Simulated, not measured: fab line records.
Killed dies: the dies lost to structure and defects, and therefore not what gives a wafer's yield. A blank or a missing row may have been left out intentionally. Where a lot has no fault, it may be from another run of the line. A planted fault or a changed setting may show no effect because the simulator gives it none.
Code-filled problem report in 8D (eight disciplines) form	flow sky130	the parts of the form that need people (team, actions taken, sign-off) are left out

== 1. WHAT IS WRONG ==
Across 2 wafers from 2 lots, METAL5_ALCU_RS at SKY_METAL5_RS_MEAS_05 averages 0.0210 ohm/sq, while fault-free wafers read 0.0271 ohm/sq with a standard deviation of 0.00019. Relative to the usual mean, that is a shift of -32 standard deviations.
The step: measures by four-point-probe.
Seen first at day 46 16:11 on film metro-03, wafer L190.6. The record holds 30 wafers of 10 lots with a number at this step. The rule behind "out" and "out of limits": a value lying over 4 standard deviations away from the usual mean. The other wafers with a number count as sound.

== 2. WHAT IT IS AND WHAT IT IS NOT ==
question	is	is not
which readings at this step	METAL5_ALCU_RS	-
which lots	L190, L193	L178, L179, L182, L184, L194, L196, L197, L198
which wafers of those lots	L190.6, L193.4	L190.3, L190.5, L193.1, L193.3
read on which gauges	film metro-02, film metro-03	film metro-04
when	from day 46 16:11	up to then (14 sound wafers); but 14 sound wafers of L193, L194, L196, L197, L198 came after

== 3. SUSPECTS, AND WHAT RULES EACH OUT ==
Counting: any tool at a process step up to the reading remains a suspect provided it ran every lot that is out. Sound lots after the first of them don't rule it out here, since some wafers of a struck lot are sound.
- the gauge at SKY_METAL5_RS_MEAS_05 is ruled out. The wafers that are out were read on 2 gauges (film metro-02, film metro-03).
- pvd sputter-04 at SKY_VIA4_SPUTTER_17 (material TiN, target thk 20 nm, time 80 s): kept. Every lot that is out went through it, the first being L190 (day 46 15:17); the last sound lot it ran before that was L178 (day 43 18:21).
- pvd sputter-02 at SKY_METAL5_SPUTTER_01 (material TiN, target thk 20 nm, time 16.7 s): kept. Every lot that is out went through it, the first being L190 (day 46 15:59); the last sound lot it ran before that was L179 (day 44 21:31).
- pvd sputter-02 at SKY_METAL5_SPUTTER_02 (material AlCu, target thk 1150 nm, time 61.2 s): kept. Every lot that is out went through it, the first being L190 (day 46 16:01); the last sound lot it ran before that was L179 (day 44 21:32).
The count leaves pvd sputter-04 at SKY_VIA4_SPUTTER_17, pvd sputter-02 at SKY_METAL5_SPUTTER_01, and pvd sputter-02 at SKY_METAL5_SPUTTER_02.

== 4. THE CAUSE (what the simulator had put in) ==
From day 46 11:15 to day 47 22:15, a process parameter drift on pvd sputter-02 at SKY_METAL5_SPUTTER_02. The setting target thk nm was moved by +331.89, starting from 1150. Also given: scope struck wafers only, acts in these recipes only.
Of the 3 suspects that counting leaves, this tool is one.

== 5. THE CHAIN OF EFFECTS, in route order ==
One row per reading whose mean, taken over the struck wafers that have a number, lies over 3 standard deviations from the usual. Readings are gone through only where the record gives a usual standard deviation; hours: the median, over the lots, of the time from a lot's start at the first step in this table giving one to that lot's start at this step; sigmas: the change measured in usual standard deviations.
hours	step	reading	usual	on struck wafers	change	sigmas
0	SKY_METAL5_RS_MEAS_05	METAL5_ALCU_RS	0.0271 ohm/sq	0.0210	-0.0061	-32
0	SKY_METAL5_THK_MEAS_06	METAL5_ALCU_THK	1163 nm	1492	+330	+30
19	SKY_METAL5_METAL_ETCH_15	oes product au	0.894 a.u.	0.988	+0.094	+18
59	SKY_PAD_OPEN_PROBE_99	defect limited yield	82.2 %	20.3	-61.9	-33
59	SKY_PAD_OPEN_PROBE_99	killed_at_M4_up	3.5	308.0	+304.5	+99 or more
59	SKY_PAD_OPEN_PROBE_99	killed dies	87	392	+305	+32
59	SKY_PAD_OPEN_PROBE_99	killed on rim	18	83	+65	+16
59	SKY_PAD_OPEN_PROBE_99	sort_bin_5_function	10.5 %	71.8	+61.3	+44
59	SKY_PAD_OPEN_PROBE_99	sort n pass	405	100	-305	-32
59	SKY_PAD_OPEN_PROBE_99	sort yield pct	82.2 %	20.3	-61.9	-33
Here are the process steps it includes:
- SKY_METAL5_METAL_ETCH_15: etches the open film in Cl2/BCl3, stops on SiO2, target depth 1260 nm, time 252 s.
- SKY_PAD_OPEN_PROBE_99

== 6. WHAT WOULD HAVE CAUGHT IT SOONER ==
The first out-of-limits reading at a measuring or inspecting step in this record came at day 46 16:11, 5 hours after the fault's start at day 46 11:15.
No tool reading at SKY_METAL5_SPUTTER_02 that has a usual standard deviation in the record was out on any struck wafer, so an alarm limit of 4 standard deviations on those readings would not have fired.
Lots out: 2; of these, L193 started SKY_METAL5_SPUTTER_02 on pvd sputter-02 after day 46 16:11. Putting the tool on hold at that point would have spared it.
